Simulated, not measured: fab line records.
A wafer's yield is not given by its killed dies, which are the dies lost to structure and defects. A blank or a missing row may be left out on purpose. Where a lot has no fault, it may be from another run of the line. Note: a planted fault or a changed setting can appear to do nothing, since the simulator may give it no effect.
Which tool did it? + flow gf180mcu + 33 wafers from 11 lots sampled at 5 of the route's 602 steps

WHAT EACH GAUGE READ, for each wafer
GF_VT_IMPLANT_OVL_MEAS_29. Usual: VT_IMPLANT_02_OVL -1.1 nm, standard deviation 1.7.
| lot  | measured     | on         | VT_IMPLANT_02_OVL (nm) | flag |
|------|--------------|------------|------------------------|------|
| L664 | day 6 19:33  | overlay-02 | -3.9 -2.0 -3.1         |      |
| L665 | day 7 02:41  | overlay-01 | -4.2 -2.6 -3.1         |      |
| L666 | day 7 08:11  | overlay-02 | 1.7 0.6 1.3            |      |
| L667 | day 7 13:08  | overlay-01 | -2.6 -3.1 -1.2         |      |
| L668 | day 7 20:25  | overlay-02 | -0.6 1.2 0.3           |      |
| L678 | day 10 18:38 | overlay-01 | -0.2 -0.6 -1.5         |      |
| L679 | day 11 06:38 | overlay-02 | -2.5 -0.9 -0.3         |      |
| L681 | day 11 13:33 | overlay-02 | 1.0 0.0 1.2            |      |
| L686 | day 12 22:05 | overlay-01 | -0.3 -0.6 -1.2         |      |
| L685 | day 12 23:30 | overlay-02 | -2.5 -0.7 -1.9         |      |
| L687 | day 13 11:33 | overlay-01 | -5.3 -3.8 -4.8         |      |

GF_POLY_GATE_THK_MEAS_01. Usual: POLY_GATE_CVD_00_THK 200.1 nm, standard deviation 2.
| lot  | measured     | on            | POLY_GATE_CVD_00_THK (nm) | flag |
|------|--------------|---------------|---------------------------|------|
| L664 | day 8 10:24  | film metro-01 | 201.6 202.3 201.6         |      |
| L665 | day 8 16:14  | film metro-04 | 200.8 199.6 200.2         |      |
| L666 | day 9 00:17  | film metro-04 | 200.2 199.4 197.5         |      |
| L667 | day 9 06:14  | film metro-02 | 199.1 198.9 197.3         |      |
| L668 | day 9 11:53  | film metro-02 | 199.7 201.1 201.1         |      |
| L678 | day 12 12:59 | film metro-02 | 115.4 115.2 115.8         | OFF  |
| L679 | day 13 04:07 | film metro-01 | 113.5 115.6 115.6         | OFF  |
| L681 | day 13 11:16 | film metro-04 | 201.7 200.8 199.9         |      |
| L686 | day 14 20:58 | film metro-01 | 200.6 200.8 202.6         |      |
| L685 | day 14 23:44 | film metro-01 | 201.2 201.2 199.5         |      |
| L687 | day 15 10:09 | film metro-04 | 198.7 200.0 199.6         |      |

GF_POLY_GATE_CD_MEAS_10: the cd target is 280 nm. Usual: cd nm reads 280.4 nm (standard deviation 1.6).
| lot  | measured     | on        | cd nm (nm)        | flag |
|------|--------------|-----------|-------------------|------|
| L664 | day 9 03:03  | cd sem-02 | 279.3 279.1 280.4 |      |
| L665 | day 9 09:12  | cd sem-01 | 281.5 281.0 280.8 |      |
| L666 | day 9 17:15  | cd sem-01 | 279.5 281.2 280.7 |      |
| L667 | day 9 23:12  | cd sem-02 | 280.7 280.0 280.0 |      |
| L668 | day 10 06:07 | cd sem-01 | 280.0 282.0 281.6 |      |
| L678 | day 13 08:31 | cd sem-01 | 277.2 278.1 278.0 |      |
| L679 | day 14 04:14 | cd sem-02 | 283.0 283.0 283.9 |      |
| L681 | day 14 07:58 | cd sem-02 | 277.5 278.6 277.5 |      |
| L686 | day 15 18:00 | cd sem-02 | 281.3 281.3 282.3 |      |
| L685 | day 15 20:38 | cd sem-02 | 280.2 280.0 279.6 |      |
| L687 | day 16 08:23 | cd sem-01 | 283.6 282.4 282.7 |      |

EACH LOT AND THE TOOL THAT RAN IT (in order: tool; ch and the chambers of the sampled wafers; start)
| lot  | GF_DUAL_GATE_STRIP_13                | GF_POLY_GATE_CVD_00         |
|------|--------------------------------------|-----------------------------|
| L664 | plasma asher-01 ch 1, day 8 06:51    | lpcvd-01 ch 0, day 8 09:04  |
| L665 | plasma asher-01 ch 0,1, day 8 12:30  | lpcvd-02 ch 1, day 8 14:55  |
| L666 | plasma asher-01 ch 0,1, day 8 20:07  | lpcvd-01 ch 0, day 8 22:57  |
| L667 | plasma asher-04 ch 0,1, day 9 01:10  | lpcvd-01 ch 0, day 9 04:54  |
| L668 | plasma asher-01 ch 0,1, day 9 08:42  | lpcvd-02 ch 1, day 9 10:31  |
| L678 | plasma asher-03 ch 0,1, day 12 09:57 | lpcvd-01 ch 1, day 12 11:39 |
| L679 | plasma asher-01 ch 0, day 13 00:16   | lpcvd-01 ch 0, day 13 02:47 |
| L681 | plasma asher-04 ch 0,1, day 13 08:13 | lpcvd-02 ch 1, day 13 09:55 |
| L686 | plasma asher-01 ch 0,1, day 14 17:46 | lpcvd-02 ch 1, day 14 19:38 |
| L685 | plasma asher-03 ch 0,1, day 14 18:58 | lpcvd-02 ch 0, day 14 22:24 |
| L687 | plasma asher-01 ch 0,1, day 15 07:08 | lpcvd-02 ch 1, day 15 08:48 |
- GF_DUAL_GATE_STRIP_13: strips in O2/N2.
- GF_POLY_GATE_CVD_00: deposits poly-Si, target thk 200 nm, time 1200 s.

WHAT THE TOOLS THEMSELVES READ (means of the sampled wafers that have a number; where no wafer has one, the mark that the record gives instead)
GF_DUAL_GATE_STRIP_13. Usual: drypump motor current A 5.6 A, standard deviation 0.57; heater power w 330 W, standard deviation 25; oes product au 0.715 a.u., standard deviation 0.0044; strip time to endpoint s 12.64 s, standard deviation 0.037.
| lot  | tool            | drypump motor current A (A) | heater power w (W) | oes product au (a.u.) | strip time to endpoint s (s) | flag |
|------|-----------------|-----------------------------|--------------------|-----------------------|------------------------------|------|
| L664 | plasma asher-01 | 6.0                         | 319                | 0.717                 | 12.64                        |      |
| L665 | plasma asher-01 | 5.6                         | 338                | 0.715                 | 12.64                        |      |
| L666 | plasma asher-01 | 5.6                         | 342                | 0.720                 | 12.68                        |      |
| L667 | plasma asher-04 | 5.6                         | 320                | 0.714                 | 12.65                        |      |
| L668 | plasma asher-01 | 5.6                         | 337                | 0.719                 | 12.66                        |      |
| L678 | plasma asher-03 | 5.8                         | 306                | 0.718                 | 12.56                        |      |
| L679 | plasma asher-01 | 4.7                         | 362                | 0.714                 | 12.65                        |      |
| L681 | plasma asher-04 | 5.6                         | 324                | 0.715                 | 12.69                        |      |
| L686 | plasma asher-01 | 5.2                         | 350                | 0.718                 | 12.66                        |      |
| L685 | plasma asher-03 | 5.8                         | 308                | 0.717                 | 12.61                        |      |
| L687 | plasma asher-01 | 5.2                         | 348                | 0.712                 | 12.64                        |      |

GF_POLY_GATE_CVD_00. Usual: spike tc bottom C 640.9 C, standard deviation 1.7; spike tc centre C 621.3 C, standard deviation 0.99; spike tc lower C 619.7 C, standard deviation 1.1; spike tc top C 636.7 C, standard deviation 1.7; spike tc upper C 619.9 C, standard deviation 1.2; susceptor temp C 620.02 C, standard deviation 0.28.
| lot  | tool     | spike tc bottom C (C) | spike tc centre C (C) | spike tc lower C (C) | spike tc top C (C) | spike tc upper C (C) | susceptor temp C (C) | flag |
|------|----------|-----------------------|-----------------------|----------------------|--------------------|----------------------|----------------------|------|
| L664 | lpcvd-01 | 638.1                 | 622.5                 | 618.2                | 634.7              | 619.8                | 619.60               |      |
| L665 | lpcvd-02 | 642.2                 | 621.4                 | 621.1                | 636.7              | 620.7                | 620.11               |      |
| L666 | lpcvd-01 | 639.5                 | 622.3                 | 619.2                | 634.9              | 619.3                | 620.28               |      |
| L667 | lpcvd-01 | 638.3                 | 620.4                 | 619.4                | 635.7              | 619.5                | 619.90               |      |
| L668 | lpcvd-02 | 641.5                 | 621.0                 | 618.7                | 637.6              | 620.2                | 619.81               |      |
| L678 | lpcvd-01 | 618.9                 | 597.6                 | 597.1                | 617.7              | 598.2                | 597.77               | OFF  |
| L679 | lpcvd-01 | 617.3                 | 599.0                 | 597.3                | 612.7              | 596.8                | 596.95               | OFF  |
| L681 | lpcvd-02 | 642.4                 | 621.1                 | 620.3                | 638.3              | 620.7                | 619.73               |      |
| L686 | lpcvd-02 | 642.8                 | 620.8                 | 619.8                | 636.8              | 620.8                | 619.85               |      |
| L685 | lpcvd-02 | 640.8                 | 620.5                 | 619.2                | 634.7              | 618.9                | 620.08               |      |
| L687 | lpcvd-02 | 641.7                 | 621.6                 | 620.4                | 637.2              | 620.7                | 619.86               |      |

THE ANSWER, worked out from the rows above alone
Rule: a lot is off if the mean of its wafers that have a number lies more than 3 standard deviations from the usual mean. A lot without any number at a reading at which 4 lots or more have one is off too. Any other lot the step has rows for is counted as sound. First the gauges in route order, then the tools' own readings, where a lot's mean is used as printed above. At the first step where some lot is off, the reading lying furthest off is the one used; lots without a number count as furthest.
Off: L678, L679, seen at GF_POLY_GATE_THK_MEAS_01 (POLY_GATE_CVD_00_THK).
If a tool, at a process step before that reading, ran all the lots that are off and no sound lot after the first of them, it fits. The gauges at GF_POLY_GATE_THK_MEAS_01 aren't tried: what is off there is off at GF_POLY_GATE_CVD_00 too, on other tools, and a gauge's error can't cause that. One fits: GF_POLY_GATE_CVD_00 on lpcvd-01. A fault onset in the window from L667 (day 9 04:54, its last sound lot) to L678 (day 12 11:39, its first lot off) fits.
The tool's own readings at GF_POLY_GATE_CVD_00 bear it out: on the lots that are off they differ by more than 5 times the standard deviation of the sound lots' means. spike tc bottom C reads 618.1 C there against 640.8 C on the sound lots; spike tc centre C reads 598.3 C there against 621.3 C on the sound lots; spike tc lower C reads 597.2 C there against 619.6 C on the sound lots; spike tc top C reads 615.2 C there against 636.3 C on the sound lots; spike tc upper C reads 597.5 C there against 620.1 C on the sound lots; susceptor temp C reads 597.36 C there against 619.91 C on the sound lots.

WHAT WAS PUT IN BY THE SIMULATOR
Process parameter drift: lpcvd-01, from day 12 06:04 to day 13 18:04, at GF_POLY_GATE_CVD_00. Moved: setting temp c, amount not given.
Struck lots among those shown: L678, L679. The rule above reached the same finding.
